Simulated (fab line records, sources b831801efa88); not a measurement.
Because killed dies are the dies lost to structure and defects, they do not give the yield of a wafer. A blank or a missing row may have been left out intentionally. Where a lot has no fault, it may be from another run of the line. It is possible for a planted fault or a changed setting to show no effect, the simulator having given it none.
Which of the tools did it?    flow gf180mcu    6 lots with 18 wafers sampled at 3 steps, on a route of 602 steps

## WHAT EACH GAUGE READ, for each wafer
GF_VT_IMPLANT_OVL_MEAS_29.
lot   measured      on          VT_IMPLANT_02_OVL (nm)
L534  day 7 07:42   overlay-02  -0.4 -0.9 0.2
L537  day 8 03:01   overlay-01  -0.3 -0.2 -1.9
L541  day 9 06:18   overlay-01  -1.7 -0.1 -1.3
L544  day 10 01:01  overlay-02  -1.1 2.5 1.2
L550  day 11 17:49  overlay-02  0.2 1.1 0.8
L555  day 13 04:22  overlay-02  2.5 3.2 1.6

## TOOL THAT RAN EACH LOT (tool first, then ch and the chambers of the sampled wafers, then the start)
lot   GF_NWELL_STRIP_10                    GF_VT_IMPLANT_EXPOSE_26
L534  plasma-asher-03 ch 0,1, day 3 18:52  iline-stepper-01 ch 0, day 7 00:33
L537  plasma-asher-02 ch 0,1, day 4 10:14  iline-stepper-01 ch 0, day 7 19:39
L541  plasma-asher-02 ch 0,1, day 5 08:02  iline-stepper-02 ch 0, day 8 23:01
L544  plasma-asher-02 ch 0,1, day 6 01:14  iline-stepper-01 ch 0, day 9 17:08
L550  plasma-asher-02 ch 0,1, day 7 10:37  iline-stepper-01 ch 0, day 11 09:08
L555  plasma-asher-02 ch 0,1, day 8 12:41  iline-stepper-01 ch 0, day 12 18:17
- GF_NWELL_STRIP_10: strips in O2/N2.
- GF_VT_IMPLANT_EXPOSE_26: exposes mask LVPWELL HV AREA, target cd 860 nm.

## THE ANSWER, worked out from the rows above alone
Rule: usual is defined by the lots themselves. The widest of any qualifying gaps counts: lots, ordered by their means at a reading, are off when they make up no more than a third of the lots, leave a main group of 4 or more, and stand apart from it by 3 or more times the standard deviation of that group's means. Not used: any main group whose means are identical at the precision the tables above print for the reading. Also off: a lot with no number at a reading for which 4 or more lots have one. The other lots that the step has rows for count as sound.
Nothing can be told from this: no lot is off at any reading shown.

## WHAT HAD BEEN PUT IN BY THE SIMULATOR
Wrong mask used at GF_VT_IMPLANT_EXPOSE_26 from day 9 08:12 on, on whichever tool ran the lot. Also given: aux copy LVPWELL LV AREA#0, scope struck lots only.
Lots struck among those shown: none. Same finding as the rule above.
